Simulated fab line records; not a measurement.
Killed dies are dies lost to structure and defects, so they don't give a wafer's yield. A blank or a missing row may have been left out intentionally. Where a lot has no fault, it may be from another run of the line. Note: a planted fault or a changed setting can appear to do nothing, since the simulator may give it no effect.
Which tool is to blame? ; flow gf180mcu ; Sampling: 12 lots, 36 wafers, 6 of 602 route steps

== WHAT THE GAUGES READ, wafer by wafer ==
GF_V4_THK_MEAS_03. Usual: V4_CVD_02_THK 850 nm, standard deviation 11.
lot;measured;on;V4_CVD_02_THK (nm);flag
L895;day 24 03:45;film metro-04;851 848 856;
L898;day 25 12:26;film metro-01;848 857 868;
L900;day 26 04:20;film metro-01;836 842 844;
L901;day 26 07:34;film metro-01;851 858 859;
L902;day 26 18:13;film metro-01;837 836 859;
L903;day 27 03:52;film metro-04;835 860 862;
L904;day 27 11:42;film metro-01;849 841 864;
L906;day 27 21:08;film metro-01;836 827 844;
L910;day 28 23:35;film metro-04;850 864 855;
L911;day 29 07:04;film metro-04;845 845 872;
L915;day 30 08:27;film metro-02;838 837 851;
L916;day 30 14:36;film metro-01;849 850 862;

GF_V4_BOW_MEAS_05. Usual: V4_BOW 135 um, standard deviation 9.4.
lot;measured;on;V4_BOW (um);flag
L895;day 24 04:07;film metro-02;136 125 131;
L898;day 25 12:47;film metro-01;125 131 123;
L900;day 26 04:41;film metro-04;141 139 151;
L901;day 26 07:58;film metro-04;139 129 151;
L902;day 26 18:35;film metro-04;139 132 136;
L903;day 27 04:15;film metro-01;137 135 133;
L904;day 27 12:04;film metro-01;132 131 135;
L906;day 27 21:29;film metro-02;125 132 123;
L910;day 28 23:57;film metro-01;135 125 131;
L911;day 29 07:25;film metro-04;146 144 147;
L915;day 30 08:49;film metro-01;119 117 134;
L916;day 30 14:58;film metro-02;134 126 123;

GF_V4_RS_MEAS_24: measures by four-point-probe. Usual: V4_W_RS 0.328 ohm/sq, standard deviation 0.0034.
lot;measured;on;V4_W_RS (ohm/sq);flag
L895;day 25 03:04;film metro-01;0.324 0.325 0.326;
L898;day 26 10:52;film metro-01;0.324 0.322 0.322;
L900;day 27 02:54;film metro-02;0.332 0.324 0.329;
L901;day 27 05:23;film metro-01;0.331 0.324 0.330;
L902;day 27 16:32;film metro-02;0.325 0.328 0.327;
L903;day 28 01:08;film metro-02;0.332 0.332 0.333;
L904;day 28 08:29;film metro-01;0.327 0.329 0.330;
L906;day 28 18:22;film metro-01;0.330 0.333 0.335;
L910;day 29 20:21;film metro-01;0.330 0.327 0.328;
L911;day 30 02:57;film metro-01;0.806 0.776 0.772;OFF
L915;day 31 04:07;film metro-04;0.330 0.327 0.330;
L916;day 31 09:56;film metro-01;0.762 0.769 0.753;OFF

GF_V4_THK_MEAS_25: measures by xrf. Usual: V4_W_THK 334 nm, standard deviation 4.
lot;measured;on;V4_W_THK (nm);flag
L895;day 25 03:11;film metro-01;336 337 337;
L898;day 26 10:59;film metro-01;337 341 340;
L900;day 27 03:01;film metro-02;330 338 334;
L901;day 27 05:29;film metro-01;331 338 331;
L902;day 27 16:38;film metro-02;336 335 336;
L903;day 28 01:14;film metro-02;328 330 327;
L904;day 28 08:36;film metro-01;333 331 330;
L906;day 28 18:29;film metro-01;331 329 327;
L910;day 29 20:28;film metro-01;332 336 336;
L911;day 30 03:04;film metro-01;140 146 147;OFF
L915;day 31 04:14;film metro-04;329 331 329;
L916;day 31 10:03;film metro-01;148 147 150;OFF

== EACH LOT AND THE TOOL THAT RAN IT (in order: tool; ch and the chambers of the sampled wafers; start) ==
lot;GF_V4_CVD_02;GF_V4_CVD_23
L895;pecvd-03 ch 0,1,2, day 24 03:41;cvd w-02 ch 0,1, day 25 02:56
L898;pecvd-02 ch 0,1,2, day 25 12:22;cvd w-02 ch 0,1, day 26 10:44
L900;pecvd-04 ch 0,2, day 26 04:16;cvd w-02 ch 0,1, day 27 02:47
L901;pecvd-02 ch 0,1, day 26 07:28;cvd w-01 ch 0,1, day 27 05:17
L902;pecvd-02 ch 1,2, day 26 18:08;cvd w-01 ch 0,1, day 27 16:24
L903;pecvd-03 ch 0,1, day 27 03:47;cvd w-01 ch 0,1, day 28 01:01
L904;pecvd-02 ch 0,1,2, day 27 11:38;cvd w-01 ch 1, day 28 08:15
L906;pecvd-04 ch 0,2, day 27 21:04;cvd w-01 ch 0,1, day 28 18:16
L910;pecvd-03 ch 1,2, day 28 23:31;cvd w-02 ch 0,1, day 29 20:14
L911;pecvd-03 ch 0,1, day 29 06:59;cvd w-02 ch 0,1, day 30 02:50
L915;pecvd-02 ch 0,1,2, day 30 08:23;cvd w-01 ch 0,1, day 31 04:01
L916;pecvd-03 ch 1,2, day 30 14:32;cvd w-02 ch 0,1, day 31 09:49
- GF_V4_CVD_02: deposits SiO2 from TEOS, target thk 850 nm, time 94.851 s.
- GF_V4_CVD_23: deposits W, target thk 350 nm, time 104.9 s.

== WHAT THE TOOLS THEMSELVES READ (means of the sampled wafers that have a number; where no wafer has one, the mark that the record gives instead) ==
GF_V4_CVD_02. Usual: heater power w reads 717 W (standard deviation 110).
lot;tool;heater power w (W);flag
L895;pecvd-03;671;
L898;pecvd-02;740;
L900;pecvd-04;752;
L901;pecvd-02;577;
L902;pecvd-02;576;
L903;pecvd-03;670;
L904;pecvd-02;737;
L906;pecvd-04;792;
L910;pecvd-03;718;
L911;pecvd-03;679;
L915;pecvd-02;679;
L916;pecvd-03;714;

GF_V4_CVD_23. Usual: heater power w reads 827 W (standard deviation 79).
lot;tool;heater power w (W);flag
L895;cvd w-02;870;
L898;cvd w-02;798;
L900;cvd w-02;791;
L901;cvd w-01;823;
L902;cvd w-01;820;
L903;cvd w-01;805;
L904;cvd w-01;813;
L906;cvd w-01;824;
L910;cvd w-02;793;
L911;cvd w-02;801;
L915;cvd w-01;819;
L916;cvd w-02;889;

== THE ANSWER, worked out from the rows above alone ==
Rule: lot off if the mean of its wafers having a number is beyond 3 standard deviations from the usual mean. Also off: a lot with no number at a reading for which 4 or more lots have one. Where the step has rows for the other lots, those lots are counted as sound. After the gauges, taken in route order, come the tools' own readings; for these a lot's mean is taken, as printed above. The first step at which some lot is off is used, and at that step the reading that is off furthest; a lot without a number counts as furthest.
Off: at GF_V4_RS_MEAS_24 (V4_W_RS), L911, L916.
If a tool, at a process step before that reading, ran all the lots that are off and no sound lot after the first of them, it fits. The gauges at GF_V4_RS_MEAS_24 are tried like those tools. Can't be told from this: 3 tools fit, pecvd-03 at GF_V4_CVD_02, cvd w-02 at GF_V4_CVD_23, film metro-01 at GF_V4_RS_MEAS_24.

== WHAT THE SIMULATOR HAD INSERTED ==
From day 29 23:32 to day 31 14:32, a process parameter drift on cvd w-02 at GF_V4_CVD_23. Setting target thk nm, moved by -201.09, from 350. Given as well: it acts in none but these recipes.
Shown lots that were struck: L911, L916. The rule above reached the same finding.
